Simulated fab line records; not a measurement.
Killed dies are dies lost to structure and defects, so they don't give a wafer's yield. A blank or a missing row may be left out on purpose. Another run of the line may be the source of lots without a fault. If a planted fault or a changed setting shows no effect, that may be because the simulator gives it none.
Which tool did it? || flow sky130 || 11 lots with 33 wafers sampled at 6 steps, on a route of 708 steps

## WHAT THE GAUGES SHOWED, per wafer
SKY_CONTACT_THK_MEAS_01. Usual: for CONTACT_CVD_00_THK the level is 74.5 nm and the standard deviation is 1.1.
{"lot": "L824", "measured": "day 31 09:34", "on": "film-metro-04", "CONTACT_CVD_00_THK (nm)": "73.4 74.0 74.7", "flag": ""}
{"lot": "L828", "measured": "day 33 01:04", "on": "film-metro-04", "CONTACT_CVD_00_THK (nm)": "74.1 75.6 76.3", "flag": ""}
{"lot": "L830", "measured": "day 33 16:37", "on": "film-metro-04", "CONTACT_CVD_00_THK (nm)": "73.6 73.5 74.1", "flag": ""}
{"lot": "L832", "measured": "day 34 13:40", "on": "film-metro-01", "CONTACT_CVD_00_THK (nm)": "73.8 74.4 74.9", "flag": ""}
{"lot": "L835", "measured": "day 35 14:47", "on": "film-metro-02", "CONTACT_CVD_00_THK (nm)": "73.3 73.2 75.6", "flag": ""}
{"lot": "L837", "measured": "day 36 07:49", "on": "film-metro-02", "CONTACT_CVD_00_THK (nm)": "73.9 74.7 74.9", "flag": ""}
{"lot": "L838", "measured": "day 36 09:57", "on": "film-metro-01", "CONTACT_CVD_00_THK (nm)": "75.0 111.6 76.6", "flag": "OFF"}
{"lot": "L840", "measured": "day 36 13:55", "on": "film-metro-04", "CONTACT_CVD_00_THK (nm)": "73.7 73.8 73.5", "flag": ""}
{"lot": "L843", "measured": "day 37 12:43", "on": "film-metro-02", "CONTACT_CVD_00_THK (nm)": "74.6 75.9 74.8", "flag": ""}
{"lot": "L842", "measured": "day 37 13:26", "on": "film-metro-04", "CONTACT_CVD_00_THK (nm)": "111.9 76.0 75.3", "flag": "OFF"}
{"lot": "L844", "measured": "day 37 18:07", "on": "film-metro-01", "CONTACT_CVD_00_THK (nm)": "73.9 75.2 75.0", "flag": ""}

SKY_METAL1_CD_MEAS_15: target cd 140 nm. Usual: cd-nm reads 140.2 nm (standard deviation 1.5).
{"lot": "L824", "measured": "day 33 17:15", "on": "cd-sem-01", "cd-nm (nm)": "140.4 138.3 139.6", "flag": ""}
{"lot": "L828", "measured": "day 35 08:55", "on": "cd-sem-02", "cd-nm (nm)": "140.0 139.7 140.1", "flag": ""}
{"lot": "L830", "measured": "day 36 07:16", "on": "cd-sem-02", "cd-nm (nm)": "141.7 141.1 141.1", "flag": ""}
{"lot": "L832", "measured": "day 36 17:10", "on": "cd-sem-02", "cd-nm (nm)": "138.7 140.2 138.8", "flag": ""}
{"lot": "L835", "measured": "day 37 18:17", "on": "cd-sem-01", "cd-nm (nm)": "140.9 141.4 140.2", "flag": ""}
{"lot": "L837", "measured": "day 38 13:46", "on": "cd-sem-02", "cd-nm (nm)": "139.0 137.0 138.2", "flag": ""}
{"lot": "L838", "measured": "day 38 15:52", "on": "cd-sem-02", "cd-nm (nm)": "139.1 139.8", "flag": ""}
{"lot": "L840", "measured": "day 38 19:19", "on": "cd-sem-02", "cd-nm (nm)": "136.7 137.0 137.5", "flag": ""}
{"lot": "L843", "measured": "day 39 16:55", "on": "cd-sem-02", "cd-nm (nm)": "139.6 140.3 140.3", "flag": ""}
{"lot": "L842", "measured": "day 39 17:26", "on": "cd-sem-02", "cd-nm (nm)": "140.6 142.2", "flag": ""}
{"lot": "L844", "measured": "day 39 22:17", "on": "cd-sem-02", "cd-nm (nm)": "140.5 140.5 141.3", "flag": ""}

## WHICH TOOL RAN EACH LOT (tool, then ch and the chambers of the sampled wafers, then the start)
{"lot": "L824", "SKY_LI_CONTACT_CMP_24": "cmp-01 ch 0,2,3, day 30 04:20", "SKY_CONTACT_CVD_00": "pecvd-02 ch 0,1,2, day 31 09:31", "SKY_CONTACT_ETCH_18": "rie-diel-01 ch 1,2,3, day 32 14:34 or earlier", "SKY_METAL1_SPUTTER_01": "pvd-sputter-02, day 32 14:34"}
{"lot": "L828", "SKY_LI_CONTACT_CMP_24": "cmp-01 ch 0,2,3, day 31 21:23", "SKY_CONTACT_CVD_00": "pecvd-02 ch 1,2, day 33 01:01", "SKY_CONTACT_ETCH_18": "rie-diel-04 ch 2,3, day 34 06:11 or earlier", "SKY_METAL1_SPUTTER_01": "pvd-sputter-02, day 34 06:11"}
{"lot": "L830", "SKY_LI_CONTACT_CMP_24": "cmp-01 ch 0,2, day 32 11:23", "SKY_CONTACT_CVD_00": "pecvd-04 ch 0,2, day 33 16:35", "SKY_CONTACT_ETCH_18": "rie-diel-04 ch 0,1,2, day 34 21:32 or earlier", "SKY_METAL1_SPUTTER_01": "pvd-sputter-03, day 34 21:32"}
{"lot": "L832", "SKY_LI_CONTACT_CMP_24": "cmp-01 ch 0,1, day 33 08:58", "SKY_CONTACT_CVD_00": "pecvd-02 ch 0,1,2, day 34 13:38", "SKY_CONTACT_ETCH_18": "rie-diel-01 ch 0,1,2, day 35 18:54 or earlier", "SKY_METAL1_SPUTTER_01": "pvd-sputter-03, day 35 18:54"}
{"lot": "L835", "SKY_LI_CONTACT_CMP_24": "cmp-01 ch 0,2,3, day 34 11:39", "SKY_CONTACT_CVD_00": "pecvd-04 ch 0,2, day 35 14:45", "SKY_CONTACT_ETCH_18": "rie-diel-02 ch 0,2, day 36 16:43 or earlier", "SKY_METAL1_SPUTTER_01": "pvd-sputter-02, day 36 16:43"}
{"lot": "L837", "SKY_LI_CONTACT_CMP_24": "cmp-01 ch 1,2,3, day 34 17:32", "SKY_CONTACT_CVD_00": "pecvd-03 ch 1,2, day 36 07:46", "SKY_CONTACT_ETCH_18": "rie-diel-02 ch 1,3, day 37 11:11 or earlier", "SKY_METAL1_SPUTTER_01": "pvd-sputter-03, day 37 11:11"}
{"lot": "L838", "SKY_LI_CONTACT_CMP_24": "cmp-02 ch 2,3, day 35 01:35", "SKY_CONTACT_CVD_00": "pecvd-02 ch 1,2, day 36 09:55", "SKY_CONTACT_ETCH_18": "rie-diel-01 ch 1,2,3, day 37 14:11 or earlier", "SKY_METAL1_SPUTTER_01": "pvd-sputter-03, day 37 14:11"}
{"lot": "L840", "SKY_LI_CONTACT_CMP_24": "cmp-02 ch 0,3, day 35 11:12", "SKY_CONTACT_CVD_00": "pecvd-03 ch 0,1,2, day 36 13:52", "SKY_CONTACT_ETCH_18": "rie-diel-04 ch 1,2, day 37 18:01 or earlier", "SKY_METAL1_SPUTTER_01": "pvd-sputter-01, day 37 18:01"}
{"lot": "L843", "SKY_LI_CONTACT_CMP_24": "cmp-01 ch 0,3, day 36 09:43", "SKY_CONTACT_CVD_00": "pecvd-03 ch 0,2, day 37 12:39", "SKY_CONTACT_ETCH_18": "rie-diel-02 ch 1,2, day 38 16:36 or earlier", "SKY_METAL1_SPUTTER_01": "pvd-sputter-02, day 38 16:36"}
{"lot": "L842", "SKY_LI_CONTACT_CMP_24": "cmp-02 ch 0,1,2, day 36 09:58", "SKY_CONTACT_CVD_00": "pecvd-02 ch 0,1, day 37 13:23", "SKY_CONTACT_ETCH_18": "rie-diel-04 ch 0,1,2, day 38 16:56 or earlier", "SKY_METAL1_SPUTTER_01": "pvd-sputter-01, day 38 16:56"}
{"lot": "L844", "SKY_LI_CONTACT_CMP_24": "cmp-02 ch 0,1,2, day 36 15:02", "SKY_CONTACT_CVD_00": "pecvd-04 ch 0,2, day 37 18:04", "SKY_CONTACT_ETCH_18": "rie-diel-02 ch 0,1,3, day 38 21:11 or earlier", "SKY_METAL1_SPUTTER_01": "pvd-sputter-02, day 38 21:11"}
- SKY_LI_CONTACT_CMP_24: polishes, stops on PSG, t overpolish 20 s, target thk 0 nm.
- SKY_CONTACT_CVD_00: deposits Si3N4, target thk 75 nm.
- SKY_CONTACT_ETCH_18: etches Si3N4 in CHF3/O2, stops on TiN, time 39 s, target depth 75 nm.
- SKY_METAL1_SPUTTER_01: material TiN, target thk 20 nm, time 16.7 s.

## AS READ BY THE TOOLS THEMSELVES (means over the sampled wafers that have a number; for cases with no such wafer, the mark the record gives instead)
SKY_LI_CONTACT_CMP_24. Usual: motor-current-A 11.2 A, standard deviation 0.97; overpolish-run-s 20.000 s, standard deviation 0.009; slurry-flow-ml-min 149.9, standard deviation 0.49; time-to-endpoint-s 91 s, standard deviation 3.5.
{"lot": "L824", "tool": "cmp-01", "motor-current-A (A)": 11.0, "overpolish-run-s (s)": 20.000, "slurry-flow-ml-min": 150.3, "time-to-endpoint-s (s)": 88, "flag": ""}
{"lot": "L828", "tool": "cmp-01", "motor-current-A (A)": 10.8, "overpolish-run-s (s)": 20.003, "slurry-flow-ml-min": 149.6, "time-to-endpoint-s (s)": 88, "flag": ""}
{"lot": "L830", "tool": "cmp-01", "motor-current-A (A)": 10.1, "overpolish-run-s (s)": 20.002, "slurry-flow-ml-min": 150.2, "time-to-endpoint-s (s)": 91, "flag": ""}
{"lot": "L832", "tool": "cmp-01", "motor-current-A (A)": 10.0, "overpolish-run-s (s)": 20.007, "slurry-flow-ml-min": 149.8, "time-to-endpoint-s (s)": 87, "flag": ""}
{"lot": "L835", "tool": "cmp-01", "motor-current-A (A)": 11.0, "overpolish-run-s (s)": 20.001, "slurry-flow-ml-min": 150.1, "time-to-endpoint-s (s)": 91, "flag": ""}
{"lot": "L837", "tool": "cmp-01", "motor-current-A (A)": 11.5, "overpolish-run-s (s)": 19.997, "slurry-flow-ml-min": 150.4, "time-to-endpoint-s (s)": 86, "flag": ""}
{"lot": "L838", "tool": "cmp-02", "motor-current-A (A)": 11.0, "overpolish-run-s (s)": 20.004, "slurry-flow-ml-min": 149.5, "time-to-endpoint-s (s)": 92, "flag": ""}
{"lot": "L840", "tool": "cmp-02", "motor-current-A (A)": 12.1, "overpolish-run-s (s)": 19.999, "slurry-flow-ml-min": 149.7, "time-to-endpoint-s (s)": 93, "flag": ""}
{"lot": "L843", "tool": "cmp-01", "motor-current-A (A)": 10.2, "overpolish-run-s (s)": 20.005, "slurry-flow-ml-min": 150.0, "time-to-endpoint-s (s)": 88, "flag": ""}
{"lot": "L842", "tool": "cmp-02", "motor-current-A (A)": 11.3, "overpolish-run-s (s)": 20.006, "slurry-flow-ml-min": 149.9, "time-to-endpoint-s (s)": 94, "flag": ""}
{"lot": "L844", "tool": "cmp-02", "motor-current-A (A)": 11.8, "overpolish-run-s (s)": 20.000, "slurry-flow-ml-min": 150.0, "time-to-endpoint-s (s)": 93, "flag": ""}

SKY_CONTACT_CVD_00. Usual: heater-power-w reads 739 W (standard deviation 85).
{"lot": "L824", "tool": "pecvd-02", "heater-power-w (W)": 765, "flag": ""}
{"lot": "L828", "tool": "pecvd-02", "heater-power-w (W)": 736, "flag": ""}
{"lot": "L830", "tool": "pecvd-04", "heater-power-w (W)": 807, "flag": ""}
{"lot": "L832", "tool": "pecvd-02", "heater-power-w (W)": 764, "flag": ""}
{"lot": "L835", "tool": "pecvd-04", "heater-power-w (W)": 831, "flag": ""}
{"lot": "L837", "tool": "pecvd-03", "heater-power-w (W)": 692, "flag": ""}
{"lot": "L838", "tool": "pecvd-02", "heater-power-w (W)": 805, "flag": ""}
{"lot": "L840", "tool": "pecvd-03", "heater-power-w (W)": 636, "flag": ""}
{"lot": "L843", "tool": "pecvd-03", "heater-power-w (W)": 651, "flag": ""}
{"lot": "L842", "tool": "pecvd-02", "heater-power-w (W)": 839, "flag": ""}
{"lot": "L844", "tool": "pecvd-04", "heater-power-w (W)": 757, "flag": ""}

SKY_CONTACT_ETCH_18. Usual: drypump-motor-current-A 6.02 A, standard deviation 0.21; oes-product-au 0.852 a.u., standard deviation 0.0083; throttle-valve-pct 8.793 %, standard deviation 0.0092.
{"lot": "L824", "tool": "rie-diel-01", "drypump-motor-current-A (A)": 5.97, "oes-product-au (a.u.)": 0.848, "throttle-valve-pct (%)": 8.789, "flag": ""}
{"lot": "L828", "tool": "rie-diel-04", "drypump-motor-current-A (A)": 6.20, "oes-product-au (a.u.)": 0.858, "throttle-valve-pct (%)": 8.796, "flag": ""}
{"lot": "L830", "tool": "rie-diel-04", "drypump-motor-current-A (A)": 5.95, "oes-product-au (a.u.)": 0.848, "throttle-valve-pct (%)": 8.794, "flag": ""}
{"lot": "L832", "tool": "rie-diel-01", "drypump-motor-current-A (A)": 6.03, "oes-product-au (a.u.)": 0.851, "throttle-valve-pct (%)": 8.800, "flag": ""}
{"lot": "L835", "tool": "rie-diel-02", "drypump-motor-current-A (A)": 6.03, "oes-product-au (a.u.)": 0.845, "throttle-valve-pct (%)": 8.806, "flag": ""}
{"lot": "L837", "tool": "rie-diel-02", "drypump-motor-current-A (A)": 5.93, "oes-product-au (a.u.)": 0.852, "throttle-valve-pct (%)": 8.801, "flag": ""}
{"lot": "L838", "tool": "rie-diel-01", "drypump-motor-current-A (A)": 5.97, "oes-product-au (a.u.)": 0.901, "throttle-valve-pct (%)": 8.813, "flag": "OFF"}
{"lot": "L840", "tool": "rie-diel-04", "drypump-motor-current-A (A)": 6.20, "oes-product-au (a.u.)": 0.846, "throttle-valve-pct (%)": 8.796, "flag": ""}
{"lot": "L843", "tool": "rie-diel-02", "drypump-motor-current-A (A)": 5.96, "oes-product-au (a.u.)": 0.857, "throttle-valve-pct (%)": 8.788, "flag": ""}
{"lot": "L842", "tool": "rie-diel-04", "drypump-motor-current-A (A)": 5.94, "oes-product-au (a.u.)": 0.908, "throttle-valve-pct (%)": 8.813, "flag": "OFF"}
{"lot": "L844", "tool": "rie-diel-02", "drypump-motor-current-A (A)": 5.97, "oes-product-au (a.u.)": 0.854, "throttle-valve-pct (%)": 8.797, "flag": ""}

SKY_METAL1_SPUTTER_01. Usual: throttle-valve-pct reads 29.5 % (standard deviation 1.1).
{"lot": "L824", "tool": "pvd-sputter-02", "throttle-valve-pct (%)": 30.4, "flag": ""}
{"lot": "L828", "tool": "pvd-sputter-02", "throttle-valve-pct (%)": 29.9, "flag": ""}
{"lot": "L830", "tool": "pvd-sputter-03", "throttle-valve-pct (%)": 30.1, "flag": ""}
{"lot": "L832", "tool": "pvd-sputter-03", "throttle-valve-pct (%)": 28.9, "flag": ""}
{"lot": "L835", "tool": "pvd-sputter-02", "throttle-valve-pct (%)": 30.0, "flag": ""}
{"lot": "L837", "tool": "pvd-sputter-03", "throttle-valve-pct (%)": 28.9, "flag": ""}
{"lot": "L838", "tool": "pvd-sputter-03", "throttle-valve-pct (%)": 29.9, "flag": ""}
{"lot": "L840", "tool": "pvd-sputter-01", "throttle-valve-pct (%)": 29.1, "flag": ""}
{"lot": "L843", "tool": "pvd-sputter-02", "throttle-valve-pct (%)": 29.2, "flag": ""}
{"lot": "L842", "tool": "pvd-sputter-01", "throttle-valve-pct (%)": 29.9, "flag": ""}
{"lot": "L844", "tool": "pvd-sputter-02", "throttle-valve-pct (%)": 28.9, "flag": ""}

## THE ANSWER, worked out from the rows above alone
Rule: a lot is off if the mean of its wafers that have a number lies more than 3 standard deviations from the usual mean. A lot without any number at a reading at which 4 lots or more have one is off too. Any other lot the step has rows for is counted as sound. The gauges are gone through in route order, then the tools' own readings, and for those a lot's mean is taken as printed above. The first step at which some lot is off is used, and at that step the reading that is off furthest; a lot without a number counts as furthest.
Off: L838, L842, at SKY_CONTACT_THK_MEAS_01 (CONTACT_CVD_00_THK).
If a tool, at a process step before that reading, ran all the lots that are off and no sound lot after the first of them, it fits. The gauges at SKY_CONTACT_THK_MEAS_01 aren't tried: what is off there is off at SKY_CONTACT_ETCH_18 too, on other tools, and a gauge's error can't cause that. One candidate fits, namely pecvd-02 at SKY_CONTACT_CVD_00. A fault onset in the window from L832 (day 34 13:38, its last sound lot) to L838 (day 36 09:55, its first lot off) fits.

## WHAT THE SIMULATOR PUT IN
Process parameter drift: pecvd-02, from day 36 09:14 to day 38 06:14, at SKY_CONTACT_CVD_00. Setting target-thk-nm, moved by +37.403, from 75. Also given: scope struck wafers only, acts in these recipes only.
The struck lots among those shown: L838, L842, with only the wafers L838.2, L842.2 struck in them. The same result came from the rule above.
